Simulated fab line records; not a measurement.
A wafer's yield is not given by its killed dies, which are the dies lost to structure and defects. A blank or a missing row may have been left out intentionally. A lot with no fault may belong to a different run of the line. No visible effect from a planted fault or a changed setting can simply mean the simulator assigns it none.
A lot that was struck, set against a sound lot :: flow sfqLine :: 15 steps out of a route of 325
Sound: these wafers, L800.2, L800.3, L800.4. Wafers L805.2, L805.4, L805.5 were the ones struck. At the end, the cause is stated.
For every step that has rows: the tool of each side, followed by ch and its chambers, followed by its first start. Under that, the readings that differ: sound wafers :: struck wafers :: difference of the means :: sigmas: that difference in standard deviations of wafers without a fault.
alike: words and numbers the same on both sides, and readings whose means are apart by under 2 such deviations; not compared: readings that were withheld, readings missing a value for some wafer, numbers with overlapping values and no deviation given by the record, and bounds like >300 which may hide the same value.
A row with sigmas, a row that says differs or no value, or rows on one side alone: a step with any of these is where the two part. Numbers that have no deviation but don't overlap get no sigmas and don't part them. A reading that every wafer of one side lacks parts them only if that side has two wafers or more.

first, 1 step without rows for these wafers: SFQ_TRILAYER_M7_STRIP_SOLV_CLEAN_182 (cleans in NMP, time 600 s).
SFQ_TRILAYER_I7_DEP_PECVD_183: deposits SiO2 from SiH4/N2O, time 111.11 s, target thk 500 nm.
  sound on pecvd-04 ch 1,2, day 73 00:40; struck on pecvd-01 ch 0,2, day 76 02:33
  alike: heaterPowerW, throttleValvePct
SFQ_TRILAYER_I7_CMP_CMP_184: polishes SiO2.
  sound on cmp-01 ch 0,1,2, day 73 00:45; struck on cmp-02 ch 2,3, day 76 08:03
  alike: motorCurrentA, platenRpm, timeToEndpointS
SFQ_I7_BOW_MEAS_946:
  struck on filmMetro-03, day 76 11:04; sound on filmMetro-04, day 73 03:46
  alike: I7_BOW
SFQ_TRILAYER_I7_METRO_MEASURE_185:
  struck on filmMetro-03, day 76 11:22; sound on filmMetro-04, day 73 04:04
  alike: thkNm
then, 6 steps without rows for these wafers: SFQ_TRILAYER_I7_VIA_LITHO_COAT_192 (resist thk 62 nm); SFQ_TRILAYER_I7_VIA_LITHO_COAT_187 (resist thk 650 nm); SFQ_TRILAYER_I7_VIA_LITHO_SOFTBAKE_191; SFQ_TRILAYER_I7_VIA_LITHO_EXPOSE_188 (exposes mask I7, target cd 1000 nm); SFQ_TRILAYER_I7_VIA_LITHO_PEB_190 (peb time 60 s); SFQ_TRILAYER_I7_VIA_LITHO_DEVELOP_189 (time 60 s).
-- the record jumps here: 4 days lie between the struck wafers' starts before and after --
SFQ_I7_OVL_MEAS_947:
  struck on overlay-02, day 80 08:11; sound on overlay-02, day 73 07:27
reading: I7_OVL (nm)
sound: 3 12 12
struck: -9 -15 -13
difference: -21
sigmas: -3
SFQ_TRILAYER_I7_VIA_BARC_OPEN_VIA_ETCH_260: etches BARC in O2, target depth 125 nm, time 41.7 s.
  sound on rieDiel-04 ch 0,2,3, day 73 07:29; struck on rieDiel-02 ch 1,2,3, day 80 08:13
reading: oesProductAu (a.u.)
sound: 0.688 0.686 0.675
struck: 0.814 0.816 0.815
difference: +0.132
sigmas: +27

reading: runLengthS (s)
sound: 69.0 69.9 69.6
struck: 59.7 60.7 60.1
difference: -9.3
sigmas: -20

reading: timeS (s)
sound: 41.7 41.7 41.7
struck: 29.19 29.19 29.19
difference: -12.51
sigmas: 

reading: model.KrF_of_TRILAYER_I7_VIA_LITHO_COAT_187.thkNm (nm)
sound: 571.8 573.8 572.8
struck: 585.4 588.1 587.9
difference: +14.3
sigmas: 
  alike: biasW, drypumpMotorCurrentA
  not compared: rfHoursCounterH
SFQ_TRILAYER_I7_VIA_ETCH_VIA_ETCH_190: etches SiO2 in CHF3, stops on Nb, target depth 260 nm.
  sound on rieDiel-04 ch 0,2,3, day 73 07:31; struck on rieDiel-02 ch 1,2,3, day 80 08:15
reading: model.KrF_of_TRILAYER_I7_VIA_LITHO_COAT_187.thkNm (nm)
sound: 528.1 529.3 528.7
struck: 541.2 544.4 544.4
difference: +14.6
sigmas: 
  alike: biasW, drypumpMotorCurrentA, oesProductAu
SFQ_TRILAYER_I7_VIA_STRIP_STRIP_191: strips in O2.
  sound on rieMetal-02 ch 0,1, day 73 07:38; struck on rieMetal-04 ch 0,1, day 80 08:22
  alike: drypumpMotorCurrentA, oesProductAu, platenTempC
  not compared: rfHoursCounterH

== WHERE THEY PART ==
Earliest at SFQ_I7_OVL_MEAS_947; latest, in this record, at SFQ_TRILAYER_I7_VIA_BARC_OPEN_VIA_ETCH_260. Later steps at which nothing parts them and some readings are alike: SFQ_TRILAYER_I7_VIA_ETCH_VIA_ETCH_190, SFQ_TRILAYER_I7_VIA_STRIP_STRIP_191.

WHY: whatever the simulator had introduced
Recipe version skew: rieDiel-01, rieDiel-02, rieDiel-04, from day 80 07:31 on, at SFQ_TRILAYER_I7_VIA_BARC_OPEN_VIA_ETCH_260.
